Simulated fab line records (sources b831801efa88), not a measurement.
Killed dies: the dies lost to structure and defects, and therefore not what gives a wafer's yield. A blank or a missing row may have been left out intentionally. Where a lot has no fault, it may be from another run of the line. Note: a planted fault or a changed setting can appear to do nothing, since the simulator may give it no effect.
fab line records	flow sky130
record: lots: 6	wafers: 18	last-day: 50
route steps=708 shown VT_ADJUST_LVTN@116 VT_ADJUST_NCORE@119 VT_ADJUST_HVTR@131 PAD_OPEN@708
lots with no fault: from the same line, run without faults
start-h: hours from the record's opening day to when the first of the lot's shown wafers began	wait-h: hours from the lot's prior step to this one	" as in the row above	L1.1+2: a single row standing in for several wafers	- either no value or no given start	* or withheld: withheld	< > ~ a bound
route shown NAME@n: a module of which the file shows steps, and the number in the route of the first	usual: mean and standard deviation over wafers with no fault	same: alike in all rows	chamber/n: place in a boat	sites: each site's reading	_std_site: standard deviation of those values	_edge_site: the outer-site mean with the inner-site mean subtracted	radius-mm: for every site, how far away it sits from the centre of the wafer	mask NAME#n: copy n	behind: the last tool/chamber to shape the wafer	hold: reason for holding the lot/hours on hold/outcome of the hold	device: transistor that didn't switch, given as n, p or np	end of line: tests of these same wafers at the route's end	a step without rows: its recipe alone	killed: at the first sort, the dies lost to defects and structure; wafer yield is something else	map: a wafer's dies, x killed, . not, _ none there
set.NAME: the setting that was run; set.NAME@STEP: the one run at that earlier step	model.NAME: the simulator's own value behind a step, which no gauge read
lots at selected steps of the route; one table per step, one row per wafer
services: the hour from which a tool's chamber was out of use, counted from the record's first day as start-h (under 0 if before that day), plus the number of hours and why
== steps ==
step: SKY_VT_ADJUST_LVTN_IMPLANT_19
recipe: species: B	energy-kev: 30	dose-cm2: 6.5e+11	tilt-deg: withheld
step: SKY_VT_ADJUST_LVTN_STRIP_20
recipe: chemistry: O2/N2	power-w: 1400	pressure-mtorr: 1500	platen-temp-c: withheld	o2-flow-sccm: 3000	n2-flow-sccm: 300	overash-fraction: 0.5
usual: drypump-motor-current-A: 5.7/0.4	oes-product-au: 0.715/0.0049	strip-time-to-endpoint-s: 14.19/0.045
lot.wafer	tool	chamber	start-h	wait-h	drypump-motor-current-A	oes-product-au	rf-hours-counter-h	strip-time-to-endpoint-s
L199.1	plasma-asher-01	0	165.66	0.1	5.3	0.709	5	14.28
L199.3	"	0	"	"	5.3	0.714	-	14.23
L199.6	"	0	"	"	5.3	0.717	-	14.24
L206.1	plasma-asher-02	1	227.62	0.1	6.2	0.718	54	14.13
L206.5	"	0	"	"	5.8	0.717	-	14.12
L206.6	"	1	"	"	6.2	0.718	-	14.12
L208.1	plasma-asher-01	1	230.16	0.1	6.1	0.714	7	14.15
L208.4	"	0	"	"	5.3	0.716	-	14.20
L208.6	"	0	"	"	5.3	0.715	-	14.17
L219.2	plasma-asher-01	1	304.63	0.1	6.1	0.715	15	14.12
L219.3	"	0	"	"	5.3	0.712	-	14.12
L219.6	"	0	"	"	5.3	0.711	-	14.09
L220.4	plasma-asher-01	1	313.12	0.1	6.1	0.714	-	14.15
L220.5	"	0	"	"	5.3	0.719	-	14.23
L220.6	"	1	"	"	6.0	0.713	-	14.20
L221.2	plasma-asher-01	0	315.08	0.1	5.3	0.713	16	14.21
L221.3	"	0	"	"	5.3	0.718	-	14.21
L221.6	"	0	"	"	5.3	0.718	-	14.15
step: SKY_VT_ADJUST_LVTN_TW_MEAS_21
usual: VT_ADJUST_LVTN_2_TW: 187.0/2
lot.wafer	tool	chamber	start-h	wait-h	VT_ADJUST_LVTN_2_TW
L199.1	film-metro-04	-	165.76	0.1	189.9
L199.3	"	-	"	"	190.3
L199.6	"	-	"	"	190.1
L206.1	film-metro-03	-	227.72	0.1	184.9
L206.5	"	-	"	"	184.9
L206.6	"	-	"	"	184.7
L208.1	film-metro-04	-	230.26	0.1	190.2
L208.4	"	-	"	"	188.6
L208.6	"	-	"	"	189.8
L219.2	film-metro-04	-	304.74	0.1	187.4
L219.3	"	-	"	"	188.1
L219.6	"	-	"	"	188.1
L220.4	film-metro-03	-	313.21	0.1	185.0
L220.5	"	-	"	"	185.3
L220.6	"	-	"	"	184.0
L221.2	film-metro-02	-	315.19	0.1	187.8
L221.3	"	-	"	"	189.6
L221.6	"	-	"	"	189.2
step: SKY_VT_ADJUST_NCORE_DEHYDRATE_00
recipe: temp-c: 200	time-s: 60
step: SKY_VT_ADJUST_NCORE_HMDS_01
recipe: prime-time-s: 60	prime-temp-c: 120
step: SKY_VT_ADJUST_NCORE_COAT_02
recipe: resist: NOVOLAK	spin-rpm: 3000	resist-thk-nm: 1140
step: SKY_VT_ADJUST_NCORE_SOFTBAKE_03
recipe: temp-c: 90	time-s: 60	resist: NOVOLAK
step: SKY_VT_ADJUST_NCORE_EXPOSE_04
recipe: mask-id: LVTN_COMPLEMENT_THIN	na: 0.6	source-shape: conventional	sigma-outer: 0.6	polarization: unpolarized	target-cd-nm: 380	dose-mj: 137.9
step: SKY_VT_ADJUST_NCORE_PEB_05
recipe: temp-c: withheld	time-s: *	resist: NOVOLAK
step: SKY_VT_ADJUST_NCORE_DEVELOP_06
recipe: resist: NOVOLAK	developer: TMAH	develop-time-s: 60	dev-temp-c: 23
step: SKY_VT_ADJUST_NCORE_CD_MEAS_07
recipe: target-cd-nm: 380
usual: cd-nm: 379.4/3
lot.wafer	tool	chamber	start-h	wait-h	cd-nm
L199.1	cd-sem-02	-	185.25	0.1	382.0
L199.3	"	-	"	"	381.7
L199.6	"	-	"	"	380.2
L206.1	cd-sem-02	-	250.03	0.1	374.4
L206.5	"	-	"	"	376.3
L206.6	"	-	"	"	375.2
L208.1	cd-sem-01	-	253.00	0.1	379.5
L208.4	"	-	"	"	379.5
L208.6	"	-	"	"	375.7
L219.2	cd-sem-01	-	330.85	0.1	378.6
L219.3	"	-	"	"	376.1
L219.6	"	-	"	"	379.1
L220.4	cd-sem-01	-	339.66	0.1	377.4
L220.5	"	-	"	"	379.5
L220.6	"	-	"	"	380.0
L221.2	cd-sem-01	-	341.08	0.1	378.9
L221.3	"	-	"	"	382.0
L221.6	"	-	"	"	381.5
step: SKY_VT_ADJUST_NCORE_OVL_MEAS_08
usual: VT_ADJUST_NCORE_OVL: -0.8/1.4
lot.wafer	tool	chamber	start-h	wait-h	VT_ADJUST_NCORE_OVL[nm]
L199.1	overlay-02	-	185.37	0.1	2.2
L199.3	"	-	"	"	1.0
L199.6	"	-	"	"	1.0
L206.1	overlay-01	-	250.15	0.1	-2.5
L206.5	"	-	"	"	-2.1
L206.6	"	-	"	"	-3.1
L208.1	overlay-01	-	253.12	0.1	-2.9
L208.4	"	-	"	"	-4.0
L208.6	"	-	"	"	-1.0
L219.2	overlay-02	-	330.95	0.1	1.4
L219.3	"	-	"	"	1.3
L219.6	"	-	"	"	2.0
L220.4	overlay-01	-	339.73	0.1	-3.3
L220.5	"	-	"	"	-2.2
L220.6	"	-	"	"	-2.5
L221.2	overlay-01	-	341.19	0.1	-1.8
L221.3	"	-	"	"	-0.9
L221.6	"	-	"	"	0.1
step: SKY_VT_ADJUST_NCORE_IMPLANT_09
recipe: species: B	energy-kev: 10	dose-cm2: 2.4e+12	tilt-deg: withheld
usual: dose-ions-cm2: 2.3995e+12/2.6e+09	faraday-current-uA: 13.53/0.26
lot.wafer	tool	chamber	start-h	wait-h	dose-ions-cm2	faraday-current-uA
L199.1	implanter-02	0	185.40	0.0	2.4005e+12	13.79
L199.3	"	0	"	"	2.4028e+12	13.45
L199.6	"	0	"	"	2.4027e+12	13.89
L206.1	implanter-04	0	250.18	0.0	2.416e+11	1.39
L206.5	"	0	"	"	2.395e+11	1.38
L206.6	"	0	"	"	2.406e+11	1.34
L208.1	implanter-04	0	253.15	0.0	2.387e+11	1.34
L208.4	"	0	"	"	2.393e+11	1.33
L208.6	"	0	"	"	2.41e+11	1.37
L219.2	implanter-02	0	331.01	0.0	2.3984e+12	13.72
L219.3	"	0	"	"	2.3981e+12	13.88
L219.6	"	0	"	"	2.3957e+12	13.29
L220.4	implanter-03	0	339.83	0.1	2.3979e+12	13.88
L220.5	"	0	"	"	2.4018e+12	13.86
L220.6	"	0	"	"	2.4069e+12	13.82
L221.2	implanter-04	0	341.24	0.0	2.4014e+12	13.15
L221.3	"	0	"	"	2.3945e+12	13.36
L221.6	"	0	"	"	2.3992e+12	14.00
step: SKY_VT_ADJUST_NCORE_STRIP_10
recipe: chemistry: O2/N2	power-w: 1400	pressure-mtorr: 1500	platen-temp-c: withheld	o2-flow-sccm: 3000	n2-flow-sccm: 300	overash-fraction: 0.5
usual: drypump-motor-current-A: 5.3/0.51	oes-product-au: 0.715/0.0046	strip-time-to-endpoint-s: 14.18/0.042
lot.wafer	tool	chamber	start-h	wait-h	drypump-motor-current-A	oes-product-au	rf-hours-counter-h	strip-time-to-endpoint-s
L199.1	plasma-asher-04	1	185.55	0.1	4.7	0.715	36	14.12
L199.3	"	0	"	"	5.0	0.715	-	14.14
L199.6	"	1	"	"	4.7	0.709	-	14.12
L206.1	plasma-asher-01	1	250.33	0.1	6.1	0.711	9	14.17
L206.5	"	1	"	"	6.0	0.709	-	14.15
L206.6	"	0	"	"	5.3	0.716	-	14.19
L208.1	plasma-asher-03	0	253.30	0.1	6.0	0.712	58	14.19
L208.4	"	1	"	"	5.0	0.722	-	14.15
L208.6	"	1	"	"	5.0	0.714	-	14.20
L219.2	plasma-asher-01	0	331.13	0.1	5.3	0.715	17	14.26
L219.3	"	0	"	"	5.3	0.715	-	14.29
L219.6	"	1	"	"	6.1	0.716	-	14.23
L220.4	plasma-asher-04	0	339.94	0.1	5.0	0.712	-	14.17
L220.5	"	0	"	"	5.0	0.720	-	14.17
L220.6	"	1	"	"	4.7	0.705	-	14.15
L221.2	plasma-asher-03	0	341.37	0.1	6.0	0.708	66	14.25
L221.3	"	0	"	"	6.0	0.708	-	14.28
L221.6	"	1	"	"	5.0	0.716	-	14.23
step: SKY_VT_ADJUST_NCORE_TW_MEAS_11
usual: VT_ADJUST_NCORE_TW: 219.0/1.9
lot.wafer	tool	chamber	start-h	wait-h	VT_ADJUST_NCORE_TW
L199.1	film-metro-02	-	185.65	0.1	218.0
L199.3	"	-	"	"	217.6
L199.6	"	-	"	"	218.4
L206.1	film-metro-03	-	250.43	0.1	117.0
L206.5	"	-	"	"	118.5
L206.6	"	-	"	"	117.9
L208.1	film-metro-02	-	253.40	0.1	118.9
L208.4	"	-	"	"	118.4
L208.6	"	-	"	"	118.3
L219.2	film-metro-01	-	331.24	0.1	219.4
L219.3	"	-	"	"	221.3
L219.6	"	-	"	"	220.6
L220.4	film-metro-02	-	340.03	0.1	219.1
L220.5	"	-	"	"	219.2
L220.6	"	-	"	"	219.0
L221.2	film-metro-02	-	341.48	0.1	219.1
L221.3	"	-	"	"	220.0
L221.6	"	-	"	"	221.3
step: SKY_VT_ADJUST_HVTR_DEHYDRATE_00
recipe: temp-c: 200	time-s: 60
step: SKY_PAD_OPEN_PROBE_99
usual: killed_at_M0_to_M3: 44/7	killed_at_M4_up: 3.0/2	killed-at-contacts: 24/5.3	killed-at-front-end: 15/4	killed-at-other: 0.2/0.41	killed-dies: 87/9.1	killed-open: 49/7.3	killed-short: 38/5.9
same: gross-dies: 492	killed-at-back-side: 0
lot.wafer	tool	chamber	start-h	wait-h	killed_at_M0_to_M3	killed_at_M4_up	killed-at-contacts	killed-at-front-end	killed-at-other	killed-dies	killed-open	killed-short	model.etest.nfet_16v.r-on-ohm-um	model.etest.pfet_16v.r-on-ohm-um	model.etest.pfet-g5v0d10v5.r-on-ohm-um	model.etest.tip-p.rs-ohm-sq	model.etest.pfet_01v8.r-on-ohm-um	model.etest.res-pwell-under-gate.rs-ohm-sq	model.etest.nfet-g5v0d10v5.r-on-ohm-um	model.etest.tip_p_5v.rs-ohm-sq
L199.1	prober-02	-	1077.75	0.1	59	2	29	16	0	106	54	52	1.441e+04	1.588e+04	4868	6862	2870	2301	1911	2872
L199.3	prober-02	-	1077.85	0.2	36	4	24	18	0	82	43	39	1.438e+04	1.564e+04	4876	6893	2842	2314	1904	2889
L199.6	prober-02	-	1078.00	0.2	42	5	37	14	0	98	45	53	1.443e+04	1.56e+04	4861	6892	2877	2297	1902	2885
L206.1	prober-02	-	1136.08	0.1	41	8	35	11	1	96	52	44	1.102e+04	1.775e+04	5795	7335	3210	2594	1591	3082
L206.5	prober-02	-	1136.28	0.2	45	0	21	17	0	83	48	35	1.105e+04	1.764e+04	5855	7383	3184	2578	1612	3060
L206.6	prober-02	-	1136.33	0.2	42	1	14	11	0	68	34	34	1.12e+04	1.814e+04	5796	7377	3235	2601	1610	3048
L208.1	prober-01	-	1138.77	0.1	39	1	25	18	0	83	48	35	1.129e+04	1.822e+04	5989	7381	3191	2604	1629	3108
L208.4	prober-01	-	1138.92	0.2	47	4	16	14	0	81	55	26	1.128e+04	1.822e+04	5979	7378	3229	2594	1636	3099
L208.6	prober-01	-	1139.02	0.2	36	3	26	26	0	91	40	51	1.13e+04	1.836e+04	5962	7354	3186	2614	1626	3076
L219.2	prober-02	-	1189.56	0.1	36	5	25	11	1	78	39	39	1.393e+04	1.499e+04	4673	6903	2893	2274	1855	2824
L219.3	prober-02	-	1189.61	0.2	43	7	17	22	0	89	50	39	1.407e+04	1.508e+04	4637	6867	2816	2281	1825	2808
L219.6	prober-02	-	1189.76	0.2	54	2	26	15	0	97	56	41	1.394e+04	1.496e+04	4682	6847	2902	2292	1846	2816
L220.4	prober-01	-	1196.71	0.2	38	4	21	20	0	83	40	43	1.43e+04	1.519e+04	4757	6813	2844	2279	1873	2866
L220.5	prober-01	-	1196.76	0.2	43	3	21	15	0	82	45	37	1.427e+04	1.522e+04	4776	6752	2926	2275	1899	2845
L220.6	prober-01	-	1196.81	0.2	46	1	21	19	0	87	45	42	1.426e+04	1.533e+04	4794	6755	2873	2286	1874	2870
L221.2	prober-02	-	1197.44	0.1	49	2	31	18	0	100	65	35	1.413e+04	1.507e+04	4764	6854	2886	2286	1881	2844
L221.3	prober-02	-	1197.49	0.2	31	0	17	20	0	68	35	33	1.423e+04	1.509e+04	4772	6813	2873	2296	1880	2843
L221.6	prober-02	-	1197.64	0.2	41	1	22	15	0	79	44	35	1.416e+04	1.524e+04	4761	6875	2914	2276	1875	2845
killed by level:class
L199.1 CONTACT:geometric-particle:open=13 VIA1:geometric-particle:open=12 VIA2:geometric-particle:open=11 CONTACT:geometric-particle:short=9 VIA1:geometric-particle:short=8 METAL2:geometric-particle:short=8 FIELD_ISO:geometric-particle:short=4 FIELD_ISO:geometric-particle:open=4
L199.3 VIA1:geometric-particle:open=8 VIA3:geometric-particle:open=8 CONTACT:geometric-particle:short=7 CONTACT:geometric-particle:open=6 POLY_GATE:geometric-particle:open=5 LI_CONTACT:geometric-particle:open=5 VIA1:geometric-particle:short=5 POLY_GATE:geometric-particle:short=4
L199.6 CONTACT:geometric-particle:open=11 LI_CONTACT:geometric-particle:open=9 VIA1:geometric-particle:open=8 LOCAL_INTERCONNECT:geometric-particle:short=8 CONTACT:geometric-particle:short=7 METAL3:geometric-particle:short=6 METAL1:geometric-particle:short=6 VIA2:geometric-particle:open=6
L206.1 CONTACT:geometric-particle:open=13 VIA3:geometric-particle:open=10 VIA1:geometric-particle:open=10 CONTACT:geometric-particle:short=7 LOCAL_INTERCONNECT:geometric-particle:short=7 VIA2:geometric-particle:short=7 METAL1:geometric-particle:short=6 METAL4:geometric-particle:short=6
L206.5 VIA1:geometric-particle:open=9 CONTACT:geometric-particle:open=8 LI_CONTACT:geometric-particle:open=6 VIA1:geometric-particle:short=6 VIA2:geometric-particle:open=6 FIELD_ISO:geometric-particle:open=5 POLY_GATE:geometric-particle:short=5 METAL1:geometric-particle:open=4
L206.6 VIA1:geometric-particle:open=11 VIA2:geometric-particle:open=7 METAL1:geometric-particle:short=6 METAL3:geometric-particle:short=5 FIELD_ISO:geometric-particle:open=4 LOCAL_INTERCONNECT:geometric-particle:short=4 CONTACT:geometric-particle:short=4 VIA2:geometric-particle:short=4
L208.1 CONTACT:geometric-particle:open=11 VIA1:geometric-particle:open=10 VIA3:geometric-particle:open=7 FIELD_ISO:geometric-particle:short=5 POLY_GATE:geometric-particle:open=5 LI_CONTACT:geometric-particle:open=5 METAL2:geometric-particle:short=5 VIA1:geometric-particle:short=4
L208.4 VIA1:geometric-particle:open=19 VIA3:geometric-particle:open=9 CONTACT:geometric-particle:open=8 VIA2:geometric-particle:open=4 METAL3:geometric-particle:short=4 FIELD_ISO:geometric-particle:open=3 FIELD_ISO:geometric-particle:short=3 SPACER:geometric-particle:short=3
L208.6 VIA1:geometric-particle:open=9 FIELD_ISO:geometric-particle:short=8 POLY_GATE:geometric-particle:short=8 LOCAL_INTERCONNECT:geometric-particle:short=8 CONTACT:geometric-particle:open=7 POLY_GATE:geometric-particle:open=5 METAL1:geometric-particle:short=5 LI_CONTACT:geometric-particle:open=4
L219.2 CONTACT:geometric-particle:short=8 FIELD_ISO:geometric-particle:open=6 LOCAL_INTERCONNECT:geometric-particle:short=6 CONTACT:geometric-particle:open=6 METAL1:geometric-particle:short=6 VIA1:geometric-particle:open=6 VIA1:geometric-particle:short=5 VIA2:geometric-particle:open=5
L219.3 VIA1:geometric-particle:open=13 CONTACT:geometric-particle:open=8 POLY_GATE:geometric-particle:open=7 METAL1:geometric-particle:short=6 VIA1:geometric-particle:short=6 VIA3:geometric-particle:open=6 FIELD_ISO:geometric-particle:short=5 CONTACT:geometric-particle:short=5
L219.6 VIA1:geometric-particle:open=12 CONTACT:geometric-particle:open=11 METAL2:geometric-particle:short=10 VIA3:geometric-particle:open=8 LI_CONTACT:geometric-particle:open=8 VIA1:geometric-particle:short=8 POLY_GATE:geometric-particle:open=4 CONTACT:geometric-particle:short=4
L220.4 VIA1:geometric-particle:open=10 FIELD_ISO:geometric-particle:short=6 POLY_GATE:geometric-particle:short=6 VIA3:geometric-particle:open=6 CONTACT:geometric-particle:open=5 VIA2:geometric-particle:open=5 LI_CONTACT:geometric-particle:short=4 LI_CONTACT:geometric-particle:open=4
L220.5 VIA1:geometric-particle:open=7 VIA1:geometric-particle:short=7 LI_CONTACT:geometric-particle:open=6 CONTACT:geometric-particle:open=6 FIELD_ISO:geometric-particle:short=5 FIELD_ISO:geometric-particle:open=5 VIA3:geometric-particle:open=5 METAL3:geometric-particle:short=4
L220.6 VIA3:geometric-particle:open=9 FIELD_ISO:geometric-particle:open=8 LI_CONTACT:geometric-particle:open=7 METAL2:geometric-particle:short=7 VIA2:geometric-particle:open=7 FIELD_ISO:geometric-particle:short=5 METAL1:geometric-particle:short=5 METAL3:geometric-particle:short=4
L221.2 CONTACT:geometric-particle:open=15 VIA1:geometric-particle:open=14 FIELD_ISO:geometric-particle:short=7 VIA2:geometric-particle:open=7 VIA3:geometric-particle:open=6 FIELD_ISO:geometric-particle:open=5 LI_CONTACT:geometric-particle:open=5 LOCAL_INTERCONNECT:geometric-particle:short=5
L221.3 POLY_GATE:geometric-particle:short=9 VIA1:geometric-particle:open=9 LI_CONTACT:geometric-particle:open=8 POLY_GATE:geometric-particle:open=5 CONTACT:geometric-particle:open=4 VIA1:geometric-particle:short=4 FIELD_ISO:geometric-particle:short=3 METAL2:geometric-particle:short=3
L221.6 CONTACT:geometric-particle:open=12 VIA1:geometric-particle:open=10 VIA3:geometric-particle:open=9 METAL2:geometric-particle:short=7 POLY_GATE:geometric-particle:short=6 FIELD_ISO:geometric-particle:short=4 LOCAL_INTERCONNECT:geometric-particle:short=4 VIA2:geometric-particle:open=4
== services ==
tool	chamber	start-h	hours	kind
plasma-asher-01	-	182.41	14.6	pm
plasma-asher-01	-	197.01	28.1	pm
implanter-04	-	236.05	3.2	pm
implanter-02	-	244.03	1.0	repair
plasma-asher-02	-	270.71	3.7	repair
plasma-asher-03	-	275.72	4.3	pm
plasma-asher-04	-	291.89	3.2	repair
implanter-04	-	317.00	5.4	pm
implanter-03	-	330.56	2.7	repair
plasma-asher-01	-	338.97	0.3	repair
plasma-asher-02	-	340.27	14.6	pm
implanter-03	-	340.33	5.3	repair
== key ==
first-sign: step: SKY_VT_ADJUST_NCORE_IMPLANT_09	reading: dose-ions-cm2	direction: down	sigmas: 99+	usual: *	struck: *
effect: step: SKY_VT_ADJUST_NCORE_IMPLANT_09	reading: faraday-current-uA	direction: down	sigmas: 46	usual: 13.53	struck: 1.36
effect: step: SKY_VT_ADJUST_NCORE_TW_MEAS_11	reading: VT_ADJUST_NCORE_TW	direction: down	sigmas: 52	usual: 219.0	struck: 118.2
model-effect: step: SKY_PAD_OPEN_PROBE_99	value: etest.nfet_16v.r-on-ohm-um	without: 1.401e+04	struck: 1.119e+04
met-at SKY_VT_ADJUST_NCORE_IMPLANT_09
struck-wafers L206.1,L206.5,L206.6,L208.1,L208.4,L208.6
tester-left-out L206,L208
fault: kind: process-parameter-drift	tool: implanter-04	chamber: -	onset-h: 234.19	steps: SKY_VT_ADJUST_NCORE_IMPLANT_09	channel: dose-cm2	offset: *	shape: step	end-h: 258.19	acts-in: *	stated: *
tester-left-out: of these lots the tester's yield and bins aren't shown, on N5 and GAA mostly nor the transistor test; their killed dies are dies lost to structure and defects alone, not to doping, threshold or leakage, so they don't give the yield
